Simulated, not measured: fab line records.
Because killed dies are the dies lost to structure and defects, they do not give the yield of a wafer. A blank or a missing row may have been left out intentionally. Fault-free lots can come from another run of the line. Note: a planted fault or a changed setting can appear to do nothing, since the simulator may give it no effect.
fab line records + flow sky130
record
- lots=13
- wafers=36
- last_day=50
route steps=708 shown FIELD_ISO@25 DNWELL@44 NWELL@78 PAD_OPEN@708
lots untouched by any fault: they come from a run of this same line in which no faults occurred
start_h: hours from the record's first day to the start of the lot's first wafer shown + wait_h: hours elapsed since this lot's preceding step + " identical to the entry in the row above + L1.1+2: a single row standing in for several wafers + - no value, or no start was given + * or withheld: withheld + < > ~ a bound
route shown NAME@n: names a module that has steps shown in the file, with the first one's number in the route + usual: mean and standard deviation over wafers with no fault + same: alike in all rows + chamber/n: place in a boat + sites: readings site by site + _std_site: standard deviation of those values + _edge_site: the outer-site mean with the inner-site mean subtracted + radius_mm: for every site, how far away it sits from the centre of the wafer + mask NAME#n: copy n + behind: tool/chamber where the wafer was last shaped + hold: the reason the lot was held/the length of the hold in hours/how it ended + device: the transistor (n, p or np) that didn't switch + end of line: at the end of the route, the tests of the same wafers + step lacking rows: just its recipe + killed: at the first sort, the dies lost to defects and structure; wafer yield is something else + map: dies across one wafer; x = killed, . = not, _ = none there
set.NAME: setting as actually run; set.NAME@STEP: the setting as run at that earlier step + model.NAME: the simulator's own value behind a step, which no gauge read
steps of the route over a sample of lots; a table a step, a row a wafer
services: from which hour (start_h, from the record's first day; less than 0 if before it) a tool's chamber was out of use, for how many hours, and why
## steps
# step SKY_FIELD_ISO_CVD_24
# recipe
- material=SiO2
- target_thk_nm=595
- temp_c=650
- sigma_open_frac=0.3
- time_s=99.2
- sih4_flow_sccm=60
- pressure_mtorr=6
| lot.wafer  | tool      | chamber | start_h | wait_h |
|------------|-----------|---------|---------|--------|
| L822.1+4+5 | hdpcvd-02 | 0,0,2   | 41.23   | 0.1    |
| L826.1+4+5 | hdpcvd-02 | 2,2,0   | 64.97   | 0.1    |
| L827.1+3+5 | hdpcvd-02 | 1,0,2   | 74.55   | 0.1    |
| L828.1+3+6 | hdpcvd-02 | 0,2,2   | 74.62   | 0.1    |
| L829.2+3+4 | hdpcvd-02 | 0,1,1   | 83.07   | 0.0    |
| L830.3+5+6 | hdpcvd-02 | 1,1,2   | 83.14   | 0.1    |
| L831.3+5+6 | hdpcvd-02 | 0,2,1   | 92.89   | 0.0    |
| L832.3+5+6 | hdpcvd-01 | 1,2,0   | 92.90   | 0.0    |
| L833.1+2+6 | hdpcvd-01 | 2,1,2   | 98.58   | 0.1    |
| L836.3+5+6 | hdpcvd-01 | 0,2,1   | 108.49  | 0.0    |
| L838.3+4+6 | hdpcvd-02 | 0,1,2   | 123.58  | 0.0    |
| L841.2+5   | hdpcvd-02 | 0,1     | 134.52  | 0.0    |
| L843.6     | hdpcvd-02 | 1       | 147.22  | 0.0    |
# step SKY_FIELD_ISO_THK_MEAS_25
# recipe
- reads=SiO2_of_FIELD_ISO_CVD_24
# usual
- FIELD_ISO_CVD_24_THK=597/5.5
| lot.wafer | tool          | chamber | start_h | wait_h | hold                     | FIELD_ISO_CVD_24_THK[nm] |
|-----------|---------------|---------|---------|--------|--------------------------|--------------------------|
| L822.1    | film_metro-04 | -       | 41.31   | 0.0    | -                        | 586                      |
| L822.4    | "             | -       | "       | "      | -                        | 588                      |
| L822.5    | "             | -       | "       | "      | -                        | 587                      |
| L826.1    | film_metro-04 | -       | 65.10   | 0.1    | -                        | 600                      |
| L826.4    | "             | -       | "       | "      | -                        | 607                      |
| L826.5    | "             | -       | "       | "      | -                        | 603                      |
| L827.1    | film_metro-04 | -       | 74.62   | 0.0    | -                        | 597                      |
| L827.3    | "             | -       | "       | "      | -                        | 603                      |
| L827.5    | "             | -       | "       | "      | -                        | 599                      |
| L828.1    | film_metro-03 | -       | 74.70   | 0.0    | -                        | 602                      |
| L828.3    | "             | -       | "       | "      | -                        | 601                      |
| L828.6    | "             | -       | "       | "      | -                        | 599                      |
| L829.2    | film_metro-03 | -       | 83.15   | 0.0    | -                        | 591                      |
| L829.3    | "             | -       | "       | "      | -                        | 590                      |
| L829.4    | "             | -       | "       | "      | -                        | 584                      |
| L830.3    | film_metro-04 | -       | 83.24   | 0.1    | -                        | 587                      |
| L830.5    | "             | -       | "       | "      | -                        | 597                      |
| L830.6    | "             | -       | "       | "      | -                        | 594                      |
| L831.3    | film_metro-04 | -       | 92.98   | 0.1    | -                        | 597                      |
| L831.5    | "             | -       | "       | "      | -                        | 599                      |
| L831.6    | "             | -       | "       | "      | -                        | 594                      |
| L832.3    | film_metro-01 | -       | 92.99   | 0.1    | -                        | 592                      |
| L832.5    | "             | -       | "       | "      | -                        | 603                      |
| L832.6    | "             | -       | "       | "      | -                        | 592                      |
| L833.1    | film_metro-01 | -       | 98.65   | 0.0    | -                        | 596                      |
| L833.2    | "             | -       | "       | "      | -                        | 594                      |
| L833.6    | "             | -       | "       | "      | -                        | 593                      |
| L836.3    | film_metro-03 | -       | 108.59  | 0.1    | -                        | 591                      |
| L836.5    | "             | -       | "       | "      | -                        | 602                      |
| L836.6    | "             | -       | "       | "      | -                        | 594                      |
| L838.3    | film_metro-03 | -       | 123.67  | 0.1    | await_dispo/0.2h/release | 597                      |
| L838.4    | "             | -       | "       | "      | await_dispo/0.2h/release | 588                      |
| L838.6    | "             | -       | "       | "      | await_dispo/0.2h/release | 691                      |
| L838.3    | film_metro-03 | -       | 123.89  | 0.2    | -                        | 597                      |
| L838.4    | "             | -       | "       | "      | -                        | 588                      |
| L838.6    | "             | -       | "       | "      | -                        | 692                      |
| L841.2    | film_metro-04 | -       | 134.60  | 0.0    | await_dispo/0.2h/release | 604                      |
| L841.5    | "             | -       | "       | "      | await_dispo/0.2h/release | 688                      |
| L841.2    | film_metro-04 | -       | 134.83  | 0.2    | -                        | 604                      |
| L841.5    | "             | -       | "       | "      | -                        | 688                      |
| L843.6    | film_metro-04 | -       | 147.31  | 0.1    | await_dispo/0.2h/release | 688                      |
| L843.6    | film_metro-04 | -       | 147.53  | 0.2    | -                        | 688                      |
# step SKY_FIELD_ISO_CMP_27
# recipe
- stop_on=Si3N4
- t_overpolish_s=16
- down_force_psi=4
- platen_rpm=60
- target_thk_nm=457.8
- pad_velocity_m_s=0.94248
# usual
- motor_current_A=11.4/1.8
- time_to_endpoint_s=113/4.1
| lot.wafer | tool   | chamber | start_h | wait_h | motor_current_A | time_to_endpoint_s |
|-----------|--------|---------|---------|--------|-----------------|--------------------|
| L822.1    | cmp-01 | 3       | 51.21   | 0.0    | 10.1            | 115                |
| L822.4    | "      | 0       | "       | "      | 8.1             | 115                |
| L822.5    | "      | 0       | "       | "      | 8.6             | 116                |
| L826.4    | cmp-01 | 3       | 73.38   | 0.1    | 10.8            | 111                |
| L826.1    | "      | 0       | "       | "      | 8.7             | 116                |
| L826.5    | "      | 0       | "       | "      | 8.7             | 115                |
| L827.1    | cmp-02 | 0       | 81.94   | 0.1    | 11.4            | 111                |
| L827.3    | "      | 1       | "       | "      | 11.0            | 115                |
| L827.5    | "      | 3       | "       | "      | 10.9            | 113                |
| L828.3    | cmp-01 | 1       | 82.12   | 0.3    | 12.4            | 111                |
| L828.1    | "      | 0       | "       | "      | 8.6             | 111                |
| L828.6    | "      | 1       | "       | "      | 13.2            | 106                |
| L829.3    | cmp-01 | 1       | 90.20   | 0.1    | 12.6            | 109                |
| L829.2    | "      | 2       | "       | "      | 12.9            | 113                |
| L829.4    | "      | 3       | "       | "      | 10.0            | 110                |
| L830.3    | cmp-02 | 2       | 90.30   | 0.1    | 15.4            | 101                |
| L830.6    | "      | 3       | "       | "      | 11.4            | 109                |
| L830.5    | "      | 0       | "       | "      | 10.9            | 114                |
| L832.3    | cmp-02 | 0       | 97.09   | 0.0    | 11.1            | 112                |
| L832.6    | "      | 0       | "       | "      | 11.6            | 112                |
| L832.5    | "      | 1       | "       | "      | 11.3            | 114                |
| L831.3    | cmp-01 | 2       | 97.18   | 0.1    | 12.8            | 112                |
| L831.5    | "      | 0       | "       | "      | 8.5             | 113                |
| L831.6    | "      | 1       | "       | "      | 13.2            | 109                |
| L833.2    | cmp-02 | 3       | 101.39  | 0.1    | 11.4            | 108                |
| L833.1    | "      | 0       | "       | "      | 11.7            | 109                |
| L833.6    | "      | 2       | "       | "      | 15.5            | 105                |
| L836.3    | cmp-01 | 0       | 110.28  | 0.1    | 8.8             | 114                |
| L836.6    | "      | 1       | "       | "      | 12.8            | 111                |
| L836.5    | "      | 2       | "       | "      | 12.0            | 116                |
| L838.4    | cmp-01 | 1       | 130.20  | 0.4    | 13.0            | 112                |
| L838.3    | "      | 2       | "       | "      | 12.7            | 118                |
| L838.6    | "      | 3       | "       | "      | 10.1            | 136                |
| L841.2    | cmp-02 | 0       | 141.64  | 0.1    | 11.0            | 115                |
| L841.5    | "      | 1       | "       | "      | 11.7            | 128                |
| L843.6    | cmp-01 | 3       | 151.69  | 0.2    | 9.9             | 131                |
# step SKY_DNWELL_TW_MEAS_09
# usual
- DNWELL_TW=1115/11
| lot.wafer | tool          | chamber | start_h | wait_h | DNWELL_TW |
|-----------|---------------|---------|---------|--------|-----------|
| L822.1    | film_metro-02 | -       | 74.91   | 0.1    | 1109      |
| L822.4    | "             | -       | "       | "      | 1109      |
| L822.5    | "             | -       | "       | "      | 1105      |
| L826.1    | film_metro-02 | -       | 96.95   | 0.1    | 1117      |
| L826.4    | "             | -       | "       | "      | 1116      |
| L826.5    | "             | -       | "       | "      | 1115      |
| L827.1    | film_metro-04 | -       | 106.05  | 0.1    | 1127      |
| L827.3    | "             | -       | "       | "      | 1135      |
| L827.5    | "             | -       | "       | "      | 1126      |
| L828.1    | film_metro-03 | -       | 106.15  | 0.1    | 1108      |
| L828.3    | "             | -       | "       | "      | 1115      |
| L828.6    | "             | -       | "       | "      | 1105      |
| L830.3    | film_metro-03 | -       | 112.37  | 0.1    | 1104      |
| L830.5    | "             | -       | "       | "      | 1100      |
| L830.6    | "             | -       | "       | "      | 1102      |
| L829.2    | film_metro-02 | -       | 113.56  | 0.1    | 1110      |
| L829.3    | "             | -       | "       | "      | 1111      |
| L829.4    | "             | -       | "       | "      | 1106      |
| L831.3    | film_metro-04 | -       | 119.03  | 0.1    | 1132      |
| L831.5    | "             | -       | "       | "      | 1134      |
| L831.6    | "             | -       | "       | "      | 1139      |
| L832.3    | film_metro-02 | -       | 119.82  | 0.1    | 1114      |
| L832.5    | "             | -       | "       | "      | 1104      |
| L832.6    | "             | -       | "       | "      | 1102      |
| L833.1    | film_metro-04 | -       | 122.40  | 0.1    | 1133      |
| L833.2    | "             | -       | "       | "      | 1135      |
| L833.6    | "             | -       | "       | "      | 1129      |
| L836.3    | film_metro-04 | -       | 131.32  | 0.1    | 1134      |
| L836.5    | "             | -       | "       | "      | 1131      |
| L836.6    | "             | -       | "       | "      | 1131      |
| L838.3    | film_metro-03 | -       | 148.42  | 0.1    | 1104      |
| L838.4    | "             | -       | "       | "      | 1108      |
| L838.6    | "             | -       | "       | "      | 1107      |
| L841.2    | film_metro-02 | -       | 159.51  | 0.1    | 1107      |
| L841.5    | "             | -       | "       | "      | 1109      |
| L843.6    | film_metro-04 | -       | 172.00  | 0.1    | 1123      |
# step SKY_NWELL_STRIP_25
# recipe
- chemistry=O2/N2
- power_w=1400
- pressure_mtorr=1500
- platen_temp_c=withheld
- o2_flow_sccm=3000
- n2_flow_sccm=300
- overash_fraction=0.5
# usual
- drypump_motor_current_A=5.7/0.41
- oes_product_au=0.723/0.0046
- strip_time_to_endpoint_s=37.00/0.13
| lot.wafer | tool            | chamber | start_h | wait_h | drypump_motor_current_A | oes_product_au | rf_hours_counter_h | strip_time_to_endpoint_s |
|-----------|-----------------|---------|---------|--------|-------------------------|----------------|--------------------|--------------------------|
| L822.1    | plasma_asher-03 | 0       | 125.48  | 0.1    | 6.1                     | 0.726          | 32                 | 36.90                    |
| L822.4    | "               | 0       | "       | "      | 6.1                     | 0.728          | -                  | 36.90                    |
| L822.5    | "               | 0       | "       | "      | 6.1                     | 0.721          | -                  | 36.99                    |
| L826.1    | plasma_asher-01 | 0       | 154.39  | 0.1    | 5.3                     | 0.724          | 48                 | 37.16                    |
| L826.4    | "               | 1       | "       | "      | 6.2                     | 0.721          | -                  | 37.20                    |
| L826.5    | "               | 0       | "       | "      | 5.3                     | 0.724          | -                  | 36.99                    |
| L827.1    | plasma_asher-01 | 0       | 165.83  | 0.1    | 5.2                     | 0.728          | 49                 | 37.12                    |
| L827.3    | "               | 1       | "       | "      | 6.2                     | 0.725          | -                  | 37.27                    |
| L827.5    | "               | 0       | "       | "      | 5.2                     | 0.723          | -                  | 37.14                    |
| L828.1    | plasma_asher-04 | 1       | 166.09  | 0.1    | 6.0                     | 0.725          | 51                 | 36.95                    |
| L828.3    | "               | 0       | "       | "      | 5.2                     | 0.723          | -                  | 37.07                    |
| L828.6    | "               | 0       | "       | "      | 5.2                     | 0.731          | -                  | 36.99                    |
| L830.3    | plasma_asher-03 | 0       | 172.51  | 0.1    | 6.2                     | 0.719          | -                  | 37.02                    |
| L830.5    | "               | 1       | "       | "      | 5.6                     | 0.713          | -                  | 36.98                    |
| L830.6    | "               | 0       | "       | "      | 6.2                     | 0.730          | -                  | 37.10                    |
| L829.2    | plasma_asher-04 | 1       | 173.83  | 0.1    | 6.0                     | 0.714          | 52                 | 37.03                    |
| L829.3    | "               | 1       | "       | "      | 6.0                     | 0.717          | -                  | 37.02                    |
| L829.4    | "               | 0       | "       | "      | 5.2                     | 0.723          | -                  | 36.83                    |
| L831.3    | plasma_asher-04 | 0       | 178.21  | 0.1    | 5.2                     | 0.725          | -                  | 37.01                    |
| L831.5    | "               | 0       | "       | "      | 5.2                     | 0.721          | -                  | 36.82                    |
| L831.6    | "               | 1       | "       | "      | 6.0                     | 0.728          | -                  | 36.91                    |
| L832.3    | plasma_asher-01 | 1       | 180.31  | 0.1    | 6.2                     | 0.729          | -                  | 36.91                    |
| L832.5    | "               | 0       | "       | "      | 5.3                     | 0.721          | -                  | 37.06                    |
| L832.6    | "               | 1       | "       | "      | 6.2                     | 0.720          | -                  | 36.96                    |
| L833.1    | plasma_asher-01 | 1       | 183.88  | 0.1    | 6.2                     | 0.721          | 51                 | 37.06                    |
| L833.2    | "               | 0       | "       | "      | 5.3                     | 0.730          | 51                 | 37.01                    |
| L833.6    | "               | 1       | "       | "      | 6.2                     | 0.732          | -                  | 37.08                    |
| L836.3    | plasma_asher-03 | 1       | 193.77  | 0.1    | 5.6                     | 0.734          | -                  | 37.20                    |
| L836.5    | "               | 1       | "       | "      | 5.6                     | 0.725          | -                  | 37.08                    |
| L836.6    | "               | 0       | "       | "      | 6.2                     | 0.718          | -                  | 37.13                    |
| L838.3    | plasma_asher-04 | 0       | 212.22  | 0.1    | 5.2                     | 0.723          | -                  | 37.02                    |
| L838.4    | "               | 1       | "       | "      | 6.0                     | 0.724          | -                  | 36.92                    |
| L838.6    | "               | 0       | "       | "      | 5.2                     | 0.728          | -                  | 37.10                    |
| L841.2    | plasma_asher-03 | 1       | 223.54  | 0.1    | 5.6                     | 0.724          | 41                 | 36.86                    |
| L841.5    | "               | 1       | "       | "      | 5.6                     | 0.730          | -                  | 36.92                    |
| L843.6    | plasma_asher-01 | 1       | 238.85  | 0.1    | 6.2                     | 0.722          | -                  | 37.13                    |
# step SKY_NWELL_TW_MEAS_26
# usual
- NWELL_2_TW=498/5
| lot.wafer | tool          | chamber | start_h | wait_h | NWELL_2_TW |
|-----------|---------------|---------|---------|--------|------------|
| L822.1    | film_metro-04 | -       | 125.58  | 0.1    | 505        |
| L822.4    | "             | -       | "       | "      | 507        |
| L822.5    | "             | -       | "       | "      | 507        |
| L826.1    | film_metro-03 | -       | 154.49  | 0.1    | 493        |
| L826.4    | "             | -       | "       | "      | 496        |
| L826.5    | "             | -       | "       | "      | 492        |
| L827.1    | film_metro-04 | -       | 165.93  | 0.1    | 505        |
| L827.3    | "             | -       | "       | "      | 507        |
| L827.5    | "             | -       | "       | "      | 506        |
| L828.1    | film_metro-03 | -       | 166.19  | 0.1    | 494        |
| L828.3    | "             | -       | "       | "      | 495        |
| L828.6    | "             | -       | "       | "      | 493        |
| L830.3    | film_metro-04 | -       | 172.60  | 0.1    | 503        |
| L830.5    | "             | -       | "       | "      | 505        |
| L830.6    | "             | -       | "       | "      | 504        |
| L829.2    | film_metro-03 | -       | 173.94  | 0.1    | 496        |
| L829.3    | "             | -       | "       | "      | 496        |
| L829.4    | "             | -       | "       | "      | 497        |
| L831.3    | film_metro-03 | -       | 178.30  | 0.1    | 494        |
| L831.5    | "             | -       | "       | "      | 494        |
| L831.6    | "             | -       | "       | "      | 493        |
| L832.3    | film_metro-02 | -       | 180.40  | 0.1    | 497        |
| L832.5    | "             | -       | "       | "      | 496        |
| L832.6    | "             | -       | "       | "      | 498        |
| L833.1    | film_metro-03 | -       | 183.98  | 0.1    | 495        |
| L833.2    | "             | -       | "       | "      | 496        |
| L833.6    | "             | -       | "       | "      | 498        |
| L836.3    | film_metro-03 | -       | 193.85  | 0.1    | 496        |
| L836.5    | "             | -       | "       | "      | 492        |
| L836.6    | "             | -       | "       | "      | 493        |
| L838.3    | film_metro-02 | -       | 212.30  | 0.1    | 495        |
| L838.4    | "             | -       | "       | "      | 495        |
| L838.6    | "             | -       | "       | "      | 495        |
| L841.2    | film_metro-04 | -       | 223.65  | 0.1    | 504        |
| L841.5    | "             | -       | "       | "      | 506        |
| L843.6    | film_metro-03 | -       | 238.93  | 0.1    | 494        |
# step SKY_PAD_OPEN_PROBE_99
# usual
- killed_at_M0_to_M3=44/6.9
- killed_at_M4_up=3.3/1.7
- killed_at_contacts=24/5.5
- killed_at_front_end=16/4.5
- killed_at_other=0.2/0.46
- killed_dies=87/9.1
- killed_open=48/7.3
- killed_short=39/6.2
# same
- gross_dies=492
- killed_at_back_side=0
| lot.wafer | tool      | chamber | start_h | wait_h | killed_at_M0_to_M3 | killed_at_M4_up | killed_at_contacts | killed_at_front_end | killed_at_other | killed_dies | killed_open | killed_short |
|-----------|-----------|---------|---------|--------|--------------------|-----------------|--------------------|---------------------|-----------------|-------------|-------------|--------------|
| L822.1    | prober-02 | -       | 1098.37 | 0.1    | 40                 | 5               | 22                 | 20                  | 0               | 87          | 50          | 37           |
| L822.4    | prober-02 | -       | 1098.52 | 0.2    | 42                 | 5               | 27                 | 15                  | 0               | 89          | 53          | 36           |
| L822.5    | prober-02 | -       | 1098.57 | 0.2    | 45                 | 8               | 24                 | 16                  | 0               | 93          | 46          | 47           |
| L841.2    | prober-01 | -       | 1186.42 | 0.1    | 36                 | 3               | 27                 | 24                  | 0               | 90          | 50          | 40           |
| L841.5    | prober-01 | -       | 1186.57 | 0.2    | 33                 | 5               | 27                 | 18                  | 0               | 83          | 47          | 36           |
# killed by level:class
L822.1 LI_CONTACT:geometric_particle:open=8 CONTACT:geometric_particle:open=8 VIA1:geometric_particle:open=6 FIELD_ISO:geometric_particle:open=6 POLY_GATE:geometric_particle:open=6 METAL2:geometric_particle:short=6 FIELD_ISO:geometric_particle:short=5 VIA2:geometric_particle:open=5
L822.4 CONTACT:geometric_particle:open=13 VIA1:geometric_particle:open=10 VIA2:geometric_particle:open=10 FIELD_ISO:geometric_particle:short=8 VIA3:geometric_particle:open=8 LI_CONTACT:geometric_particle:open=5 LI_CONTACT:geometric_particle:short=4 METAL2:geometric_particle:short=4
L822.5 LI_CONTACT:geometric_particle:open=8 VIA1:geometric_particle:open=8 METAL1:geometric_particle:short=7 VIA3:geometric_particle:open=7 CONTACT:geometric_particle:open=7 METAL4:geometric_particle:short=7 POLY_GATE:geometric_particle:short=5 POLY_GATE:geometric_particle:open=5
L841.2 LI_CONTACT:geometric_particle:open=9 CONTACT:geometric_particle:open=9 METAL1:geometric_particle:short=7 METAL2:geometric_particle:short=6 POLY_GATE:geometric_particle:short=5 POLY_GATE:geometric_particle:open=5 CONTACT:geometric_particle:short=5 FIELD_ISO:geometric_particle:open=4
L841.5 CONTACT:geometric_particle:open=9 VIA1:geometric_particle:open=8 LI_CONTACT:geometric_particle:open=7 POLY_GATE:geometric_particle:open=6 VIA1:geometric_particle:short=5 METAL2:geometric_particle:short=5 VIA3:geometric_particle:open=5 POLY_GATE:geometric_particle:short=4
## services
| tool            | chamber | start_h | hours | kind                           |
|-----------------|---------|---------|-------|--------------------------------|
| hdpcvd-02       | -       | 22.07   | 0.8   | repair                         |
| cmp-02          | -       | 25.42   | 0.6   | repair                         |
| cmp-01          | -       | 40.88   | 1.8   | repair                         |
| hdpcvd-02       | 0       | 59.57   | 5.2   | repair                         |
| cmp-02          | -       | 61.61   | 2.8   | repair                         |
| hdpcvd-02       | -       | 61.62   | 1.5   | repair                         |
| cmp-02          | -       | 64.37   | 4.0   | pm                             |
| plasma_asher-01 | -       | 66.28   | 4.7   | repair                         |
| hdpcvd-01       | -       | 66.75   | 15.0  | pm                             |
| cmp-02          | -       | 108.32  | 2.6   | repair                         |
| cmp-02          | -       | 111.18  | 13.5  | pm                             |
| cmp-02          | -       | 129.04  | 2.4   | repair                         |
| cmp-02          | -       | 133.02  | 1.2   | repair                         |
| cmp-02          | -       | 134.12  | 2.6   | repair                         |
| hdpcvd-01       | 1       | 145.86  | 6.5   | repair                         |
| cmp-02          | -       | 170.42  | 0.8   | repair                         |
| cmp-01          | -       | 181.55  | 5.9   | pm                             |
| plasma_asher-04 | -       | 190.55  | 5.1   | repair                         |
| cmp-02          | -       | 223.90  | 0.6   | repair                         |
| cmp-02          | -       | 225.06  | 0.3   | repair                         |
| cmp-01          | -       | 232.00  | 4.0   | pm                             |
| hdpcvd-01       | -       | 233.39  | 29.5  | repair                         |
| cmp-01          | -       | 236.00  | -     | consumable_replace:conditioner |
| cmp-01          | -       | 236.00  | 12.6  | pm                             |
## key
first_sign
- step=SKY_FIELD_ISO_THK_MEAS_25
- reading=visit
- direction=added
effect
- step=SKY_FIELD_ISO_THK_MEAS_25
- reading=FIELD_ISO_CVD_24_THK
- direction=up
- sigmas=17
- usual=597
- struck=689
effect
- step=SKY_FIELD_ISO_CMP_27
- reading=time_to_endpoint_s
- direction=up
- sigmas=4.6
- usual=*
- struck=*
met_at SKY_FIELD_ISO_CVD_24
struck_lots L838,L841,L843
struck_wafers L838.6,L841.5,L843.6
tester_left_out L838,L841,L843
not_acting_at SKY_DNWELL_TW_MEAS_09,SKY_NWELL_STRIP_25,SKY_NWELL_TW_MEAS_26
onset_between 92.89 123.58
fault
- kind=process_parameter_drift
- tool=hdpcvd-02
- chamber=-
- onset_h=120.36
- steps=SKY_FIELD_ISO_CVD_24
- channel=target_thk_nm
- offset=96.583
- shape=step
- end_h=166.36
- scope=struck_wafers_only
- acts_in=these_recipes_only
- stated=595
# tester_left_out: of these lots the tester's yield and bins aren't shown, on N5 and GAA mostly nor the transistor test; their killed dies are dies lost to structure and defects alone, not to doping, threshold or leakage, so they don't give the yield
